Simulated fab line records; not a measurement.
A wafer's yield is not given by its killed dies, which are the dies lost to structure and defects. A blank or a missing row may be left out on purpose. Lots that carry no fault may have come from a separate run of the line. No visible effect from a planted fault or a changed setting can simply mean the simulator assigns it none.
Matching of chambers | flow sky130 | rieDiel-03 running SKY_FIELD_ISO_ETCH_15: 3 sister chambers
The step etches the open film in CHF3/O2, stops on Si, target depth 180 nm, time 72 s. 3 wafers are shown with their chamber, then 5 later ones without.

== WAFERS, EACH WITH ITS CHAMBER ==
wafer  | chamber | drypumpMotorCurrentA (A)
L086.6 | 0       | 6.2
L090.1 | 3       | 5.9
L090.2 | 1       | 5.4

== WAFERS WHOSE CHAMBER IS MISSING ==
wafer  | drypumpMotorCurrentA (A)
L090.4 | 5.9
L095.2 | 6.2
L095.3 | 5.4
L097.2 | 6.1
L097.4 | 5.4

== EACH ONE'S CHAMBER ==
wafer  | from the rows above | in truth
L090.4 | 3                   | 3
L095.2 | 0                   | 0
L095.3 | 1                   | 1
L097.2 | 0                   | 0
L097.4 | 1                   | 1
Placed correctly: 5 of 5. From these rows, 0 cannot be placed. Number placed wrongly: 0.
How it was worked out, from the rows above alone: a wafer's distance from a chamber is the root of the sum, over the readings, of the square of ((its reading less the chamber's mean) divided by the reading's scatter). The wafer belongs to the nearest chamber; if the next one is less than 2 further off, it can't be placed. Each chamber's mean is taken over the wafers shown for it. The scatter (one wafer shown for each chamber): square how far every hidden wafer sits from the nearest shown wafer, average those squares and take the square root.
